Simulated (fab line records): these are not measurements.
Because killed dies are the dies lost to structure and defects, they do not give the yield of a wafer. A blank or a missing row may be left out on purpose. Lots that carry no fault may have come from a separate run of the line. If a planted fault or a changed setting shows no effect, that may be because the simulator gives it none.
Chamber matching    flow gf180mcu    GF_V5_CVD_00 on hdpcvd-02 has 3 sister chambers
The step deposits SiO2, target thk 300 nm, time 50 s. 3 wafers are shown with their chamber, then 7 later ones without.

## WAFERS PAIRED WITH THEIR CHAMBERS
wafer   chamber  runLengthS (s)
L585.3  0        78.4
L597.1  2        77.6
L597.3  1        78.8

## WAFERS WITH NO CHAMBER GIVEN
wafer   runLengthS (s)
L597.5  78.3
L598.1  77.9
L598.2  77.4
L598.6  77.9
L599.1  78.8
L599.2  77.9
L599.3  77.9

## CHAMBER TAKEN BY EACH
wafer   from the rows above      in truth
L597.5  can't be placed: 0 or 1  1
L598.1  can't be placed: 2 or 0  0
L598.2  2                        2
L598.6  can't be placed: 2 or 0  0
L599.1  can't be placed: 1 or 0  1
L599.2  can't be placed: 2 or 0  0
L599.3  can't be placed: 2 or 0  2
Placed correctly: 1 of 7. These rows do not allow placing 6 (true chamber among the candidates in 6). Number placed wrongly: 0.
How it was worked out, from the rows above alone: a wafer's distance from a chamber is the root of the sum, over the readings, of the square of ((its reading less the chamber's mean) divided by the reading's scatter). The wafer belongs to the nearest chamber; if the next one is less than 2 further off, it can't be placed. A chamber's mean is the mean of its shown wafers. The scatter: root of mean squared gap, hidden wafer to nearest shown wafer, with one shown wafer a chamber.
